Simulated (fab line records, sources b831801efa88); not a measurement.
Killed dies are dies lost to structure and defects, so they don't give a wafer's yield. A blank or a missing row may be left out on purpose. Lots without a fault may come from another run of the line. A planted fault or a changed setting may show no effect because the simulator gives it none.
Which tool did it? | flow gf180mcu | 7 lots, 21 wafers sampled, at 1 step of a route of 602

WHAT THE GAUGES READ, wafer by wafer
GF_CONTACT_THK_MEAS_03.
lot  | measured     | on            | CONTACT_CVD_02_THK (nm)
L170 | day 15 18:27 | film_metro-03 | 851 844 858
L175 | day 16 21:33 | film_metro-03 | 869 877 892
L181 | day 19 01:04 | film_metro-03 | 866 848 875
L183 | day 20 02:21 | film_metro-02 | 864 842 860
L186 | day 21 01:32 | film_metro-01 | 849 861 883
L188 | day 21 18:20 | film_metro-01 | 837 841 856
L190 | day 22 10:26 | film_metro-01 | 870 874 879

WHICH TOOL RAN EACH LOT (tool, then ch and the chambers of the sampled wafers, then the start)
The record holds no process step before these readings.

THE ANSWER, worked out from the rows above alone
Rule: what is usual is taken from the lots themselves. Put in order of their means at a reading, lots are off if they are a third of the lots or fewer, leave a main group of 4 or more, and stand apart from it by a gap of 3 or more times the standard deviation of the main group's means; of several such gaps the widest counts. A main group whose means are all the same, to the digits that the tables above print for the reading, isn't used. A lot without any number at a reading at which 4 lots or more have one is off too. The other lots that the step has rows for count as sound.
No lot is off at any reading shown: from this, nothing can be told.

WHAT THE SIMULATOR HAD PUT IN
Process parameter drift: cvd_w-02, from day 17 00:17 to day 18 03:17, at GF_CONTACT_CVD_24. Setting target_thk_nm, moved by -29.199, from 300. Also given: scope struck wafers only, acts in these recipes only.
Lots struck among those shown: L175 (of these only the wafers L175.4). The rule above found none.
